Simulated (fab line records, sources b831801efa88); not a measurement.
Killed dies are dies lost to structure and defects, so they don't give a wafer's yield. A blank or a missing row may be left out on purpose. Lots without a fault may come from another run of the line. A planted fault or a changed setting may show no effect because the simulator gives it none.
Which tool did it? | flow sky130 | 14 lots, 42 wafers sampled, at 5 steps of a route of 708

WHAT THE GAUGES READ, wafer by wafer
SKY_NWELL_RS_MEAS_29: measures by four-point-probe.
lot  | measured     | on            | NWELL_RS (ohm/sq)
L820 | day 5 16:16  | film_metro-03 | 625.1 623.2 625.6
L822 | day 6 10:07  | film_metro-03 | 623.9 624.6 624.0
L823 | day 6 14:52  | film_metro-02 | 627.9 626.6 626.0
L824 | day 6 21:46  | film_metro-02 | 629.2 628.8 628.6
L825 | day 7 03:07  | film_metro-02 | 625.5 624.2 625.3
L826 | day 7 09:08  | film_metro-02 | 625.2 625.5 626.8
L827 | day 7 13:14  | film_metro-02 | 623.3 623.3 624.2
L828 | day 7 21:02  | film_metro-02 | 627.0 626.9 627.5
L831 | day 8 14:21  | film_metro-01 | 625.6 626.0 624.4
L832 | day 8 19:28  | film_metro-03 | 624.7 625.1 623.1
L834 | day 9 06:45  | film_metro-01 | 626.4 628.0 628.7
L838 | day 10 09:46 | film_metro-02 | 626.2 626.8 627.3
L839 | day 10 15:22 | film_metro-03 | 622.5 621.7 624.7
L840 | day 10 20:45 | film_metro-01 | 624.8 625.3 624.8

SKY_VT_ADJUST_HVTR_OVL_MEAS_08.
lot  | measured     | on         | VT_ADJUST_HVTR_OVL (nm)
L820 | day 9 22:33  | overlay-02 | 2.2 1.3 2.8
L822 | day 10 19:17 | overlay-02 | 1.2 0.9 1.4
L823 | day 11 00:54 | overlay-02 | -0.5 -1.0 -0.1
L824 | day 11 08:25 | overlay-01 | 0.7 1.5 1.4
L825 | day 11 16:35 | overlay-02 | -1.4 -1.9 -2.6
L826 | day 12 00:05 | overlay-01 | 0.8 -0.4 0.3
L827 | day 12 04:43 | overlay-02 | -0.1 1.2 1.6
L828 | day 12 13:51 | overlay-02 | -1.2 -0.9 -1.2
L831 | day 13 10:24 | overlay-02 | -2.2 -1.3 -3.2
L832 | day 13 15:40 | overlay-02 | -1.5 -2.5 -0.2
L834 | day 14 06:18 | overlay-02 | 1.9 -0.4 1.2
L838 | day 15 15:46 | overlay-02 | -1.6 -0.1 0.5
L839 | day 15 18:39 | overlay-01 | 2.0 0.6 2.1
L840 | day 16 03:40 | overlay-02 | 0.4 0.5 0.6

SKY_VT_ADJUST_PCH_OVL_MEAS_07.
lot  | measured     | on         | VT_ADJUST_PCH_OVL (nm)
L820 | day 10 20:59 | overlay-01 | -0.4 -0.9 -2.5
L822 | day 11 18:59 | overlay-01 | 1.9 2.3 2.0
L823 | day 11 23:58 | overlay-02 | 0.9 0.6 0.1
L824 | day 12 09:05 | overlay-01 | -1.4 -0.5 -1.6
L825 | day 12 16:20 | overlay-01 | -1.8 -1.7 -1.9
L826 | day 13 00:29 | overlay-02 | -1.9 -0.3 -1.4
L827 | day 13 04:53 | overlay-01 | 1.1 -0.9 1.5
L828 | day 13 14:31 | overlay-01 | 0.1 0.1 0.8
L831 | day 14 11:35 | overlay-01 | -1.2 -1.5 -3.1
L832 | day 14 17:53 | overlay-01 | -1.0 -0.8 1.5
L834 | day 15 08:56 | overlay-02 | -4.3 -2.5 -3.4
L838 | day 16 20:11 | overlay-02 | -3.0 -1.1 0.1
L839 | day 16 22:05 | overlay-01 | 0.9 0.8 1.1
L840 | day 17 07:58 | overlay-01 | 1.3 3.9 3.3

SKY_SONOS_TUNNEL_CD_MEAS_07: target cd 410 nm.
lot  | measured     | on        | cd_nm (nm)
L820 | day 11 20:35 | cd_sem-01 | 409.4 407.6 406.4
L822 | day 12 19:14 | cd_sem-02 | 408.6 405.1 406.6
L823 | day 13 00:39 | cd_sem-02 | 412.0 411.6 408.1
L824 | day 13 10:16 | cd_sem-02 | 413.0 413.7 415.5
L825 | day 13 16:43 | cd_sem-02 | 409.6 412.2 409.6
L826 | day 14 01:10 | cd_sem-02 | 411.0 412.0 412.2
L827 | day 14 05:56 | cd_sem-01 | 406.5 407.4 406.8
L828 | day 14 16:39 | cd_sem-02 | 408.2 406.4 406.9
L831 | day 15 13:29 | cd_sem-02 | 408.4 407.8 408.5
L832 | day 15 20:01 | cd_sem-02 | 413.2 412.9 413.9
L834 | day 16 12:39 | cd_sem-01 | 411.1 409.5 409.3
L838 | day 18 01:49 | cd_sem-01 | 400.1 399.6 401.4
L839 | day 18 04:10 | cd_sem-02 | 400.5 402.8 400.1
L840 | day 18 14:02 | cd_sem-01 | 410.2 409.8 407.6

WHICH TOOL RAN EACH LOT (tool, then ch and the chambers of the sampled wafers, then the start)
lot  | SKY_SONOS_TUNNEL_DEVELOP_06
L820 | litho_track-02 ch 0, day 11 20:23
L822 | litho_track-02 ch 0, day 12 19:05
L823 | litho_track-02 ch 0, day 13 00:31
L824 | litho_track-01 ch 0, day 13 10:07
L825 | litho_track-01 ch 0, day 13 16:34
L826 | litho_track-01 ch 0, day 14 01:01
L827 | litho_track-01 ch 0, day 14 05:47
L828 | litho_track-02 ch 0, day 14 16:31
L831 | litho_track-03 ch 0, day 15 13:21
L832 | litho_track-02 ch 0, day 15 19:53
L834 | litho_track-02 ch 0, day 16 12:31
L838 | litho_track-01 ch 0, day 18 01:40
L839 | litho_track-01 ch 0, day 18 04:01
L840 | litho_track-03 ch 0, day 18 13:54
- SKY_SONOS_TUNNEL_DEVELOP_06: develop time 60 s.

WHAT THE TOOLS THEMSELVES READ (means of the sampled wafers that have a number; where no wafer has one, the mark that the record gives instead)
The record holds no such reading with a usual standard deviation.

THE ANSWER, worked out from the rows above alone
Rule: what is usual is taken from the lots themselves. Put in order of their means at a reading, lots are off if they are a third of the lots or fewer, leave a main group of 4 or more, and stand apart from it by a gap of 3 or more times the standard deviation of the main group's means; of several such gaps the widest counts. A main group whose means are all the same, to the digits that the tables above print for the reading, isn't used. A lot without any number at a reading at which 4 lots or more have one is off too. The other lots that the step has rows for count as sound. The gauges are gone through in route order, then the tools' own readings, and for those a lot's mean is taken as printed above. The first step at which some lot is off is used, and at that step the reading that is off furthest; a lot without a number counts as furthest.
No lot is off at any reading shown: from this, nothing can be told.

WHAT THE SIMULATOR HAD PUT IN
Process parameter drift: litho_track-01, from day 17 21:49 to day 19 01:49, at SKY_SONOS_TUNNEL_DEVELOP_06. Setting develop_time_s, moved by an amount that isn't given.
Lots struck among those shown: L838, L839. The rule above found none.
